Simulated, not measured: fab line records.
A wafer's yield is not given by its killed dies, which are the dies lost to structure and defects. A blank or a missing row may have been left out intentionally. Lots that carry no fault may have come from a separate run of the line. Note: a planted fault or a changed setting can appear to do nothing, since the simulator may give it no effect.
Which tool is to blame? | flow sky130 | 21 wafers sampled from 7 lots at 1 step of a route of 708

WHAT THE GAUGES READ, wafer by wafer
SKY_VT_ADJUST_HVTR_OVL_MEAS_08.
lot  | measured     | on         | VT_ADJUST_HVTR_OVL (nm)
L165 | day 10 03:43 | overlay-02 | -0.8 -0.9 -1.0
L167 | day 11 01:49 | overlay-01 | -2.7 -0.2 -0.5
L174 | day 13 03:16 | overlay-01 | -0.8 0.4 0.1
L177 | day 13 13:03 | overlay-01 | -2.7 -1.5 -1.3
L180 | day 15 05:11 | overlay-02 | 0.5 1.0 1.7
L181 | day 15 09:33 | overlay-01 | 0.1 -1.0 -2.6
L184 | day 16 02:37 | overlay-02 | 0.9 0.9 1.1

EACH LOT AND THE TOOL THAT RAN IT (in order: tool; ch and the chambers of the sampled wafers; start)
There is no process step in the record ahead of these readings.

THE ANSWER, worked out from the rows above alone
Rule: what is usual is taken from the lots themselves. The widest of any qualifying gaps counts: lots, ordered by their means at a reading, are off when they make up no more than a third of the lots, leave a main group of 4 or more, and stand apart from it by 3 or more times the standard deviation of that group's means. The tables above print the reading to a certain number of digits; a main group whose means all agree to those digits is not used. Also off: a lot with no number at a reading for which 4 or more lots have one. Where the step has rows for the other lots, those lots are counted as sound.
None of the lots is off at any reading shown; this tells nothing.

WHAT THE SIMULATOR HAD PUT IN
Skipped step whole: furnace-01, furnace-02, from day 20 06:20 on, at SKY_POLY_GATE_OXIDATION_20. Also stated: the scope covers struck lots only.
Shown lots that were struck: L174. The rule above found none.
